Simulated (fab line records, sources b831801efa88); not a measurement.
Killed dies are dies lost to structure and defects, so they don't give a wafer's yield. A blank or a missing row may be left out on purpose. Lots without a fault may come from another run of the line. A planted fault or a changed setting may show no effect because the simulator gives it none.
One fault seen from 2 desks | flow gf180mcu | each desk has only its own numbers; what lay behind them comes last

THE METROLOGY DESK
What the gauges read, lot by lot, whatever tool the lot ran on: means of the sampled wafers that have a number. A lot is out of limits, marked OUT, if its mean lies more than 4 standard deviations from the usual mean; the brackets give that distance.
Columns: A = V5_W_THK at GF_V5_THK_MEAS_25, usual 343 nm; B = TOP_METAL_ALCU_THK at GF_TOP_METAL_THK_MEAS_06, usual 908 nm; C = TOP_METAL_OVL at GF_TOP_METAL_OVL_MEAS_15, usual 0.1 nm
lot  | first seen here | A   | B   | C
L256 | day 27 08:44    | 341 | 894 | -1.3
L257 | day 27 18:19    | 346 | 910 | 1.4
L259 | day 28 14:45    | 342 | 902 | -2.6
L260 | day 28 19:04    | 352 | 921 | 1.6
L261 | day 29 06:03    | 350 | 902 | 2.8
L262 | day 29 22:41    | 340 | 903 | 2.6
L268 | day 31 03:22    | 341 | 890 | -1.1
L270 | day 31 17:37    | 346 | 884 | -3.7
L272 | day 32 07:25    | 348 | 893 | -1.5
L273 | day 32 10:25    | 340 | 919 | 0.9
L274 | day 32 18:35    | 339 | 917 | 0.3
L275 | day 32 22:29    | 351 | 910 | -0.1
L279 | day 33 18:30    | 339 | 892 | 1.3
This desk's finding: nothing out of limits on any of the 13 lots.

THE TOOL OWNER'S DESK: pvd_sputter-04
The tool's own readings at GF_TOP_METAL_SPUTTER_04 (material TiN, target thk 25 nm, time 20.8 s): means of the sampled wafers that have a number, for each lot that ran on this tool. A lot is out of limits, marked OUT, if its mean lies more than 4 standard deviations from the usual mean; the brackets give that distance.
Columns: A = throttle_valve_pct at GF_TOP_METAL_SPUTTER_04, usual 30.0 %
lot  | first seen here | A
L256 | day 27 09:16    | 30.1
L262 | day 29 23:14    | 29.9
L268 | day 31 03:54    | 30.0
L270 | day 31 18:10    | 30.1
This desk's finding: nothing out of limits on any of the 4 lots.

PUT TOGETHER
The metrology desk saw nothing out of limits.
The tool owner's desk saw nothing out of limits.

WHAT THE SIMULATOR HAD PUT IN
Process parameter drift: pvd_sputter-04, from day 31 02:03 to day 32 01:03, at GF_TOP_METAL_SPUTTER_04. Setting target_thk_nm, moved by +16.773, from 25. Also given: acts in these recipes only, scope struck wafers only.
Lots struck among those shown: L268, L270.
